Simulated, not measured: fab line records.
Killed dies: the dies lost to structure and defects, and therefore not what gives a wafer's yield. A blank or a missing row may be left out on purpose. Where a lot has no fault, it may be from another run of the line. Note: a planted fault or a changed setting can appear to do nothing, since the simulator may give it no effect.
Which tool was responsible?	flow gf180mcu	Sampling: 11 lots, 33 wafers, 8 of 602 route steps

WHAT THE GAUGES READ, wafer by wafer
GF_NWELL_TW_MEAS_11.
lot	measured	on	NWELL_TW
L663	day 3 07:26	film metro-04	1548 1548 1551
L664	day 3 11:31	film metro-04	1547 1551 1556
L665	day 3 18:46	film metro-02	1591 1592 1599
L668	day 4 10:17	film metro-04	1548 1552 1558
L669	day 4 19:48	film metro-03	1565 1556 1567
L670	day 4 20:10	film metro-04	1563 1556 1563
L671	day 5 04:42	film metro-03	1574 1573 1570
L673	day 5 13:38	film metro-03	1568 1572 1571
L675	day 6 03:01	film metro-03	1564 1559 1571
L677	day 6 12:49	film metro-02	1582 1588 1955
L680	day 7 05:03	film metro-02	1576 1577 1572

GF_LVPWELL_TW_MEAS_11.
lot	measured	on	LVPWELL_TW
L663	day 3 20:21	film metro-04	552 551 550
L664	day 4 00:56	film metro-04	552 554 554
L665	day 4 08:17	film metro-03	557 558 557
L668	day 4 23:56	film metro-04	557 555 549
L669	day 5 09:51	film metro-02	565 566 565
L670	day 5 10:13	film metro-04	554 555 552
L671	day 5 19:12	film metro-04	554 555 553
L673	day 6 04:39	film metro-03	556 560 555
L675	day 6 18:40	film metro-03	561 558 559
L677	day 7 04:41	film metro-02	559 555 1541
L680	day 7 20:52	film metro-03	556 557 554

GF_MVSD_TW_MEAS_11.
lot	measured	on	MVSD_TW
L663	day 4 09:42	film metro-03	1573 1564 1556
L664	day 4 14:35	film metro-04	1559 1568 1566
L665	day 4 22:57	film metro-03	1568 1574 1561
L668	day 5 13:55	film metro-02	1584 1589 1596
L669	day 6 00:58	film metro-03	1583 1577 1581
L670	day 6 01:20	film metro-02	1576 1591 1584
L671	day 6 10:35	film metro-02	1586 1592 1587
L673	day 6 20:01	film metro-04	1561 1573 1573
L675	day 7 10:01	film metro-02	1577 1571 1579
L677	day 7 20:22	film metro-04	1541 1543 1898
L680	day 8 13:31	film metro-02	1585 1582 1582

GF_VT_IMPLANT_OVL_MEAS_40.
lot	measured	on	VT_IMPLANT_03_OVL (nm)
L663	day 7 10:48	overlay-01	-2.0 -1.0 -1.2
L664	day 7 17:22	overlay-01	0.0 0.1 1.0
L665	day 8 02:25	overlay-02	0.3 -0.7 0.5
L668	day 8 21:51	overlay-02	-0.5 -2.6 -1.3
L669	day 9 08:17	overlay-01	-1.5 -1.0 -1.7
L670	day 9 10:13	overlay-02	0.1 -1.2 0.0
L671	day 9 20:24	overlay-02	0.2 0.7 -1.6
L673	day 10 08:32	overlay-02	-0.1 -2.5 -2.1
L675	day 10 23:59	overlay-01	0.7 -0.6 -0.8
L677	day 11 11:28	overlay-02	0.5 0.4 -1.4
L680	day 12 06:44	overlay-01	0.9 -0.4 0.5

GF_HV_LDD_CD_MEAS_31 targets a cd of 400 nm.
lot	measured	on	cd nm (nm)
L663	day 11 12:07	cd sem-01	402.0 403.4 402.1
L664	day 11 16:53	cd sem-01	396.1 398.4 397.1
L665	day 12 03:53	cd sem-02	400.6 401.4 400.4
L668	day 13 01:59	cd sem-02	401.4 402.8 402.7
L669	day 13 12:19	cd sem-02	397.1 399.5 398.9
L670	day 13 14:33	cd sem-01	399.3 402.2 401.9
L671	day 14 06:32	cd sem-01	401.9 401.2 398.9
L673	day 15 00:18	cd sem-02	402.7 400.8 401.7
L675	day 15 16:44	cd sem-02	399.3 399.2 401.2
L677	day 16 03:24	cd sem-02	402.2 403.0 398.9
L680	day 17 02:59	cd sem-01	401.1 398.8 398.6

TOOL THAT RAN EACH LOT (tool first, then ch and the chambers of the sampled wafers, then the start)
lot	GF_DNWELL_COAT_02	GF_DNWELL_STRIP_08	GF_VT_IMPLANT_STRIP_42
L663	litho track-01 ch 0, day 2 11:47	plasma asher-01 ch 0,1, day 2 18:28	plasma asher-04 ch 0,1, day 7 10:59
L664	litho track-01 ch 0, day 2 16:28	plasma asher-02 ch 0,1, day 2 22:32	plasma asher-03 ch 0,1, day 7 17:34
L665	litho track-01 ch 0, day 2 23:13	plasma asher-02 ch 0,1, day 3 05:50	plasma asher-02 ch 0,1, day 8 02:35
L668	litho track-01 ch 0, day 3 14:08	plasma asher-04 ch 0,1, day 3 21:01	plasma asher-04 ch 0,1, day 8 22:02
L669	litho track-03 ch 0, day 3 22:50	plasma asher-04 ch 0,1, day 4 06:07	plasma asher-03 ch 0,1, day 9 08:28
L670	litho track-04 ch 0, day 3 23:18	plasma asher-01 ch 0,1, day 4 06:23	plasma asher-03 ch 0,1, day 9 10:25
L671	litho track-01 ch 0, day 4 07:11	plasma asher-02 ch 0,1, day 4 13:56	plasma asher-02 ch 0,1, day 9 20:46
L673	litho track-01 ch 0, day 4 16:47	plasma asher-04 ch 0,1, day 4 23:44	plasma asher-02 ch 0,1, day 10 08:44
L675	litho track-03 ch 0, day 5 04:35	plasma asher-02 ch 0,1, day 5 11:49	plasma asher-04 ch 0,1, day 11 00:11
L677	litho track-01 ch 0, day 5 13:20	plasma asher-02 ch 0,1, day 5 21:25	plasma asher-03 ch 0,1, day 11 11:40
L680	litho track-03 ch 0, day 6 04:43	plasma asher-04 ch 0,1, day 6 12:58	plasma asher-03 ch 0,1, day 12 06:56
- GF_DNWELL_COAT_02: resist thk 3000 nm.
- GF_DNWELL_STRIP_08: strips in O2/N2.
- GF_VT_IMPLANT_STRIP_42: strips in O2/N2.

AS READ BY THE TOOLS THEMSELVES (means over the sampled wafers that have a number; for cases with no such wafer, the mark the record gives instead)
GF_DNWELL_STRIP_08.
lot	tool	drypump motor current A (A)	heater power w (W)	oes product au (a.u.)	strip time to endpoint s (s)
L663	plasma asher-01	5.7	309	0.720	36.89
L664	plasma asher-02	6.1	365	0.719	36.96
L665	plasma asher-02	5.8	370	0.721	37.03
L668	plasma asher-04	5.9	304	0.721	36.72
L669	plasma asher-04	5.9	308	0.722	37.02
L670	plasma asher-01	5.6	298	0.723	37.04
L671	plasma asher-02	6.1	369	0.721	37.06
L673	plasma asher-04	5.4	298	0.726	36.90
L675	plasma asher-02	6.1	377	0.722	37.00
L677	plasma asher-02	6.1	370	0.718	29.35
L680	plasma asher-04	5.9	311	0.726	36.93

GF_VT_IMPLANT_STRIP_42.
lot	tool	drypump motor current A (A)	heater power w (W)	oes product au (a.u.)	strip time to endpoint s (s)
L663	plasma asher-04	5.9	310	0.714	12.65
L664	plasma asher-03	5.7	367	0.718	12.58
L665	plasma asher-02	6.1	370	0.717	12.58
L668	plasma asher-04	5.9	310	0.715	12.59
L669	plasma asher-03	5.8	358	0.715	12.70
L670	plasma asher-03	5.7	362	0.721	12.63
L671	plasma asher-02	6.1	374	0.713	12.68
L673	plasma asher-02	5.9	373	0.718	12.60
L675	plasma asher-04	5.4	298	0.716	12.68
L677	plasma asher-03	5.7	366	0.720	12.63
L680	plasma asher-03	5.7	366	0.716	12.60

THE ANSWER, worked out from the rows above alone
Rule: the usual values come from the lots themselves. The widest of any qualifying gaps counts: lots, ordered by their means at a reading, are off when they make up no more than a third of the lots, leave a main group of 4 or more, and stand apart from it by 3 or more times the standard deviation of that group's means. If all means in a main group match to the digits the tables above print for the reading, that group is not used. Also off: a lot with no number at a reading for which 4 or more lots have one. The other lots that the step has rows for count as sound. First the gauges in route order, then the tools' own readings, where a lot's mean is used as printed above. At the first step where some lot is off, the reading lying furthest off is the one used; lots without a number count as furthest.
Off: at GF_NWELL_TW_MEAS_11 (NWELL_TW), L677. The main group has a mean of 1565 with a standard deviation of 13.
If a tool, at a process step before that reading, ran all the lots that are off and no sound lot after the first of them, it fits. The gauges at GF_NWELL_TW_MEAS_11 aren't tried: what is off there is off at GF_MVSD_TW_MEAS_11 too, on other tools, and a gauge's error can't cause that. This does not decide it: 2 tools fit, namely litho track-01 at GF_DNWELL_COAT_02 and plasma asher-02 at GF_DNWELL_STRIP_08.

WHAT THE SIMULATOR HAD PUT IN
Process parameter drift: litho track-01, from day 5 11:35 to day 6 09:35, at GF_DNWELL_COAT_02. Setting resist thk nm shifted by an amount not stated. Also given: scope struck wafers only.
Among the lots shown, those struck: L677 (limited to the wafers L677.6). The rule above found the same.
